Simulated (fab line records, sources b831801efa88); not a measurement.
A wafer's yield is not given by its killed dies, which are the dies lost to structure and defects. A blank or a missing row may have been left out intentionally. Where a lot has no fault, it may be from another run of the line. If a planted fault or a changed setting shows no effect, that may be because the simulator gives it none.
Which tool is to blame? / flow sky130 / 10 lots with 30 wafers sampled at 5 steps, on a route of 708 steps

== WHAT EACH GAUGE READ, for each wafer ==
SKY_LDD_N_TW_MEAS_17.
lot=L767; measured=day 19 00:45; on=film_metro-04; LDD_N_TW=2614 2604 2617
lot=L768; measured=day 19 12:03; on=film_metro-04; LDD_N_TW=2627 2620 2617
lot=L770; measured=day 20 00:49; on=film_metro-01; LDD_N_TW=2594 2610 2598
lot=L774; measured=day 21 14:48; on=film_metro-01; LDD_N_TW=3001 3012 3014 3003 3002 2995
lot=L775; measured=day 21 23:41; on=film_metro-04; LDD_N_TW=3033 3021 3028 3027 3044 3034
lot=L776; measured=day 22 09:28; on=film_metro-02; LDD_N_TW=2573 2585 2581
lot=L782; measured=day 24 15:30; on=film_metro-01; LDD_N_TW=2591 2593 2595
lot=L785; measured=day 25 11:40; on=film_metro-01; LDD_N_TW=2599 2597 2598
lot=L786; measured=day 25 17:38; on=film_metro-02; LDD_N_TW=2582 2584 2573
lot=L787; measured=day 25 19:41; on=film_metro-01; LDD_N_TW=2577 2579 2606

== EACH LOT AND THE TOOL THAT RAN IT (in order: tool; ch and the chambers of the sampled wafers; start) ==
lot=L767; SKY_GATE_OXIDE_STRIP_13=plasma_asher-03 ch 0,1, day 14 19:37; SKY_POLY_GATE_STRIP_18=plasma_asher-01 ch 0,1, day 17 12:58; SKY_LDD_N_IMPLANT_08=implanter-01 ch 0, day 18 23:27; SKY_LDD_N_STRIP_16=plasma_asher-03 ch 0,1, day 19 00:39
lot=L768; SKY_GATE_OXIDE_STRIP_13=plasma_asher-03 ch 0,1, day 15 07:28; SKY_POLY_GATE_STRIP_18=plasma_asher-02 ch 0,1, day 17 23:07; SKY_LDD_N_IMPLANT_08=implanter-01 ch 0, day 19 10:45; SKY_LDD_N_STRIP_16=plasma_asher-02 ch 0,1, day 19 11:57
lot=L770; SKY_GATE_OXIDE_STRIP_13=plasma_asher-02 ch 0,1, day 15 18:49; SKY_POLY_GATE_STRIP_18=plasma_asher-02 ch 0,1, day 18 12:58; SKY_LDD_N_IMPLANT_08=implanter-02 ch 0, day 19 23:31; SKY_LDD_N_STRIP_16=plasma_asher-02 ch 0,1, day 20 00:43
lot=L774; SKY_GATE_OXIDE_STRIP_13=plasma_asher-04 ch 0,1, day 17 10:13; SKY_POLY_GATE_STRIP_18=plasma_asher-04 ch 0,1, day 20 04:43; SKY_LDD_N_IMPLANT_08=implanter-01 ch 0, day 21 13:30; SKY_LDD_N_STRIP_16=plasma_asher-01 ch 0,1, day 21 14:42
lot=L775; SKY_GATE_OXIDE_STRIP_13=plasma_asher-02 ch 0,1, day 17 14:19; SKY_POLY_GATE_STRIP_18=plasma_asher-01 ch 0,1, day 20 11:38; SKY_LDD_N_IMPLANT_08=implanter-01 ch 0, day 21 22:23; SKY_LDD_N_STRIP_16=plasma_asher-02 ch 0,1, day 21 23:34
lot=L776; SKY_GATE_OXIDE_STRIP_13=plasma_asher-02 ch 0,1, day 18 04:37; SKY_POLY_GATE_STRIP_18=plasma_asher-01 ch 0,1, day 21 00:20; SKY_LDD_N_IMPLANT_08=implanter-04 ch 0, day 22 08:10; SKY_LDD_N_STRIP_16=plasma_asher-03 ch 0,1, day 22 09:22
lot=L782; SKY_GATE_OXIDE_STRIP_13=plasma_asher-04 ch 0,1, day 20 10:16; SKY_POLY_GATE_STRIP_18=plasma_asher-02 ch 0,1, day 23 06:01; SKY_LDD_N_IMPLANT_08=implanter-02 ch 0, day 24 14:12; SKY_LDD_N_STRIP_16=plasma_asher-02 ch 0,1, day 24 15:24
lot=L785; SKY_GATE_OXIDE_STRIP_13=plasma_asher-04 ch 0,1, day 21 08:17; SKY_POLY_GATE_STRIP_18=plasma_asher-02 ch 0,1, day 24 02:46; SKY_LDD_N_IMPLANT_08=implanter-01 ch 0, day 25 09:10; SKY_LDD_N_STRIP_16=plasma_asher-01 ch 0,1, day 25 11:34
lot=L786; SKY_GATE_OXIDE_STRIP_13=plasma_asher-04 ch 0,1, day 21 16:09; SKY_POLY_GATE_STRIP_18=plasma_asher-01 ch 0,1, day 24 08:59; SKY_LDD_N_IMPLANT_08=implanter-02 ch 0, day 25 16:22; SKY_LDD_N_STRIP_16=plasma_asher-02 ch 0,1, day 25 17:32
lot=L787; SKY_GATE_OXIDE_STRIP_13=plasma_asher-03 ch 0,1, day 21 19:14; SKY_POLY_GATE_STRIP_18=plasma_asher-02 ch 0,1, day 24 12:25; SKY_LDD_N_IMPLANT_08=implanter-01 ch 0, day 25 18:23; SKY_LDD_N_STRIP_16=plasma_asher-03 ch 0,1, day 25 19:34
- SKY_GATE_OXIDE_STRIP_13: strips in O2/N2.
- SKY_POLY_GATE_STRIP_18: strips in O2/N2.
- SKY_LDD_N_IMPLANT_08
- SKY_LDD_N_STRIP_16: strips in O2/N2.

== THE ANSWER, worked out from the rows above alone ==
Rule: the usual values come from the lots themselves. Put in order of their means at a reading, lots are off if they are a third of the lots or fewer, leave a main group of 4 or more, and stand apart from it by a gap of 3 or more times the standard deviation of the main group's means; of several such gaps the widest counts. The tables above print the reading to a certain number of digits; a main group whose means all agree to those digits is not used. Also off: a lot with no number at a reading for which 4 or more lots have one. Where the step has rows for the other lots, those lots are counted as sound.
Off: L774, L775, seen at SKY_LDD_N_TW_MEAS_17 (LDD_N_TW). The main group has a mean of 2596 with a standard deviation of 14.
If a tool, at a process step before that reading, ran all the lots that are off and no sound lot after the first of them, it fits. Those tools and the gauges at SKY_LDD_N_TW_MEAS_17 are tried in the same way. None of those tried fits.

== WHAT WAS PUT IN BY THE SIMULATOR ==
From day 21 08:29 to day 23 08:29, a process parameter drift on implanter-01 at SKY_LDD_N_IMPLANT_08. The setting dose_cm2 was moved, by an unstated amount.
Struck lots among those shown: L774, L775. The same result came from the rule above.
